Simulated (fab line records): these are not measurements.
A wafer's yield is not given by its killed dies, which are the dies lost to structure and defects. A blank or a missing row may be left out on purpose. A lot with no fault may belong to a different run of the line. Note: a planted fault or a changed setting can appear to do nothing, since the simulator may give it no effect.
Which tool is to blame? -- flow gf180mcu -- 42 wafers from 14 lots sampled at 4 of the route's 602 steps

## WHAT THE GAUGES SHOWED, per wafer
GF_STI_BOW_MEAS_00. Usual: INCOMING_BOW typically reads -1 um, with standard deviation 6.3.
lot,measured,on,INCOMING_BOW (um),flag
L527,day 1 10:00,film_metro-02,7 2 -1,
L529,day 1 20:00,film_metro-01,-4 2 5,
L531,day 2 06:02,film_metro-03,3 -4 -4,
L533,day 2 16:00,film_metro-03,6 -13 -1,
L534,day 2 21:00,film_metro-01,1 -1 -1,
L535,day 3 02:04,film_metro-01,8 4 -2,
L537,day 3 12:01,film_metro-01,1 1 1,
L539,day 3 22:00,film_metro-02,-1 2 -1,
L540,day 4 03:00,film_metro-01,0 -4 -9,
L545,day 5 04:01,film_metro-02,9 -2 -4,
L546,day 5 09:02,film_metro-02,-2 -6 0,
L547,day 5 14:00,film_metro-01,-9 -9 -1,
L548,day 5 19:02,film_metro-02,-5 -3 2,
L549,day 6 00:00,film_metro-03,7 4 13,

GF_V2_THK_MEAS_01. Usual: V2_CVD_00_THK typically reads 601 nm, with standard deviation 4.5.
lot,measured,on,V2_CVD_00_THK (nm),flag
L527,day 19 05:28,film_metro-03,603 605 606,
L529,day 20 01:04,film_metro-04,609 597 607,
L531,day 20 18:16,film_metro-02,603 602 603,
L533,day 21 16:31,film_metro-02,597 598 607,
L534,day 22 02:16,film_metro-04,601 600 598,
L535,day 22 10:03,film_metro-03,592 601 604,
L537,day 23 07:57,film_metro-03,602 602 605,
L539,day 23 22:29,film_metro-02,597 605 601,
L540,day 24 00:17,film_metro-03,599 601 599,
L545,day 25 19:05,film_metro-03,607 609 604,
L546,day 26 00:44,film_metro-02,598 596 594,
L547,day 26 08:02,film_metro-03,605 597 599,
L548,day 26 13:01,film_metro-04,601 602 605,
L549,day 26 20:50,film_metro-04,604 605 602,

## TOOL THAT RAN EACH LOT (tool first, then ch and the chambers of the sampled wafers, then the start)
lot,GF_MVPSD_PEB_05,GF_DUAL_GATE_STRIP_13
L527,"litho_track-03 ch 0, day 5 00:00","plasma_asher-02 ch 0,1, day 8 07:53"
L529,"litho_track-01 ch 0, day 5 11:00","plasma_asher-01 ch 1, day 8 21:29"
L531,"litho_track-01 ch 0, day 5 23:00","plasma_asher-04 ch 0,1, day 9 11:22"
L533,"litho_track-02 ch 0, day 6 12:00","plasma_asher-01 ch 0,1, day 10 03:44"
L534,"litho_track-02 ch 0, day 6 18:00","plasma_asher-02 ch 0,1, day 10 08:32"
L535,"litho_track-01 ch 0, day 7 00:00","plasma_asher-02 ch 0,1, day 10 16:27"
L537,"litho_track-02 ch 0, day 7 12:00","plasma_asher-02 ch 0,1, day 11 06:49"
L539,"litho_track-02, day 8 00:00","plasma_asher-02 ch 0,1, day 11 20:37"
L540,"litho_track-01, day 8 04:00","plasma_asher-02 ch 0,1, day 12 00:22"
L545,"litho_track-03 ch 0, day 9 11:00","plasma_asher-01 ch 0,1, day 13 14:28"
L546,"litho_track-01 ch 0, day 9 16:00","plasma_asher-02 ch 0,1, day 13 19:15"
L547,"litho_track-01 ch 0, day 9 23:00","plasma_asher-04 ch 0,1, day 14 03:26"
L548,"litho_track-03 ch 0, day 10 05:00","plasma_asher-01 ch 0,1, day 14 10:49"
L549,"litho_track-01 ch 0, day 10 10:00","plasma_asher-04 ch 0,1, day 14 16:14"
- GF_MVPSD_PEB_05
- GF_DUAL_GATE_STRIP_13: strips in O2/N2.

## WHAT THE TOOLS THEMSELVES READ (means of the sampled wafers that have a number; where no wafer has one, the mark that the record gives instead)
GF_MVPSD_PEB_05. Usual: chill_plate_temp_C 23.02 C, standard deviation 0.1; exhaust_pa 44.7 Pa, standard deviation 0.83; heater_power_total_W 69.35 W, standard deviation 0.13; resist_line_temp_C 23.00 C, standard deviation 0.11.
lot,tool,chill_plate_temp_C (C),exhaust_pa (Pa),heater_power_total_W (W),resist_line_temp_C (C),flag
L527,litho_track-03,23.04,44.2,69.35,23.15,
L529,litho_track-01,22.92,45.7,69.29,22.83,
L531,litho_track-01,22.88,44.6,69.36,23.02,
L533,litho_track-02,22.92,43.9,69.29,23.04,
L534,litho_track-02,23.10,45.9,69.19,22.90,
L535,litho_track-01,23.13,45.0,69.36,23.00,
L537,litho_track-02,23.01,44.5,69.33,23.19,
L539,litho_track-02,-,-,-,-,OFF
L540,litho_track-01,-,-,-,-,OFF
L545,litho_track-03,23.09,44.6,69.49,22.96,
L546,litho_track-01,23.11,44.3,69.44,23.07,
L547,litho_track-01,23.06,44.3,69.32,23.03,
L548,litho_track-03,23.04,45.0,69.33,23.00,
L549,litho_track-01,22.98,45.1,69.26,22.97,

GF_DUAL_GATE_STRIP_13. Usual: drypump_motor_current_A 5.76 A, standard deviation 0.25; heater_power_w 348 W, standard deviation 26; oes_product_au 0.716 a.u., standard deviation 0.0044; strip_time_to_endpoint_s 12.626 s, standard deviation 0.03.
lot,tool,drypump_motor_current_A (A),heater_power_w (W),oes_product_au (a.u.),strip_time_to_endpoint_s (s),flag
L527,plasma_asher-02,5.73,329,0.716,12.595,
L529,plasma_asher-01,5.57,354,0.712,12.622,
L531,plasma_asher-04,5.81,341,0.716,12.646,
L533,plasma_asher-01,5.59,357,0.716,12.629,
L534,plasma_asher-02,5.95,351,0.714,12.634,
L535,plasma_asher-02,5.94,352,0.718,12.625,
L537,plasma_asher-02,5.98,351,0.713,12.656,
L539,plasma_asher-02,5.76,333,0.719,12.580,
L540,plasma_asher-02,5.74,333,0.718,12.595,
L545,plasma_asher-01,5.65,370,0.715,12.598,
L546,plasma_asher-02,5.75,338,0.716,12.634,
L547,plasma_asher-04,5.79,335,0.717,12.629,
L548,plasma_asher-01,5.63,369,0.720,12.628,
L549,plasma_asher-04,5.79,343,0.717,12.648,

## THE ANSWER, worked out from the rows above alone
Rule: a lot is off if the mean of its wafers that have a number lies more than 3 standard deviations from the usual mean. A lot without any number at a reading at which 4 lots or more have one is off too. Where the step has rows for the other lots, those lots are counted as sound. After the gauges, taken in route order, come the tools' own readings; for these a lot's mean is taken, as printed above. At the first step where some lot is off, the reading lying furthest off is the one used; lots without a number count as furthest.
Off, at GF_MVPSD_PEB_05 on chill_plate_temp_C: L539, L540. Without a number there: L539, L540.
If a tool, at that step or one of the process steps before it, ran each lot that is off and ran no sound lot following the first of them, it fits. No candidate that was tried fits.

## WHAT HAD BEEN PUT IN BY THE SIMULATOR
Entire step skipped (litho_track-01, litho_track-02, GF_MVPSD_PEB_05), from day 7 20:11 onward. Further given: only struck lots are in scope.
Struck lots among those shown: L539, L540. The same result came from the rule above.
